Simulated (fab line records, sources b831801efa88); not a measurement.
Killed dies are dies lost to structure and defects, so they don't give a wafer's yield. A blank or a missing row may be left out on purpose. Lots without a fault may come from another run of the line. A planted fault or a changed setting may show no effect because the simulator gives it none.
One fault seen from 2 desks | flow sfq_line | each desk has only its own numbers; what lay behind them comes last

THE TOOL OWNER'S DESK: pecvd-03
The tool's own readings at SFQ_TRILAYER_I4_DEP_PECVD_099 (deposits SiO2 from SiH4/N2O, time 111.11 s, target thk 500 nm): means of the sampled wafers that have a number, for each lot that ran on this tool. A lot is out of limits, marked OUT, if its mean lies more than 4 standard deviations from the usual mean; the brackets give that distance.
Columns: A = heater_power_w at SFQ_TRILAYER_I4_DEP_PECVD_099, usual 81 W; B = rf_fwd_power_W at SFQ_TRILAYER_I4_DEP_PECVD_099, usual 182.3 W; C = run_length_s at SFQ_TRILAYER_I4_DEP_PECVD_099, usual 138.82 s; D = throttle_valve_pct at SFQ_TRILAYER_I4_DEP_PECVD_099, usual 24.8 %
lot  | first seen here | A  | B     | C                | D
L278 | day 34 09:50    | 77 | 182.3 | 138.87           | 25.8
L280 | day 34 17:31    | 81 | 182.5 | 138.55           | 26.0
L285 | day 37 20:22    | 77 | -     | 134.74 (-14) OUT | 26.5
L286 | day 38 01:22    | 81 | -     | 134.90 (-14) OUT | 26.2
L292 | day 46 01:04    | 81 | 181.8 | 138.98           | 23.3
L294 | day 46 17:41    | 84 | 181.9 | 138.96           | 23.7
L295 | day 47 02:05    | 83 | 182.6 | 138.96           | 23.7
L297 | day 47 17:41    | 88 | 181.9 | 138.71           | 23.8
This desk's finding: out of limits on L285, L286; first on L285, day 37 20:22 (run_length_s at SFQ_TRILAYER_I4_DEP_PECVD_099). In limits: L278, L280, L292, L294, L295, L297.

THE METROLOGY DESK
What the gauges read, lot by lot, whatever tool the lot ran on: means of the sampled wafers that have a number. A lot is out of limits, marked OUT, if its mean lies more than 4 standard deviations from the usual mean; the brackets give that distance.
Columns: A = I7_OVL at SFQ_I7_OVL_MEAS_947, usual 0 nm
lot  | first seen here | A
L278 | day 68 23:34    | 1
L280 | day 69 21:55    | 8
L282 | day 70 13:43    | 0
L285 | day 74 21:21    | -1
L286 | day 74 22:34    | -1
L291 | day 79 11:52    | 4
L292 | day 79 13:04    | 1
L293 | day 79 17:52    | -7
L294 | day 80 04:23    | -4
L295 | day 80 15:00    | 10
L296 | day 80 18:40    | 3
L297 | day 80 22:12    | -5
L298 | day 81 00:35    | 5
L299 | day 81 03:10    | -3
This desk's finding: nothing out of limits on any of the 14 lots.

PUT TOGETHER
The tool owner's desk could have raised an alarm at day 37 20:22, on L285, L286.
The metrology desk saw nothing out of limits.
The metrology desk has L285, L286 on record, within its limits.
Of the lots named, all ran SFQ_TRILAYER_I4_DEP_PECVD_099 on pecvd-03.

WHAT THE SIMULATOR HAD PUT IN
Process parameter drift: pecvd-03, from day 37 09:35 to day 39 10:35, at SFQ_TRILAYER_I4_DEP_PECVD_099. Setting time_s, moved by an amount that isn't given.
Lots struck among those shown: L285, L286.
Hours from the fault's start to each desk's first reading out of limits: the tool owner's desk, 11.
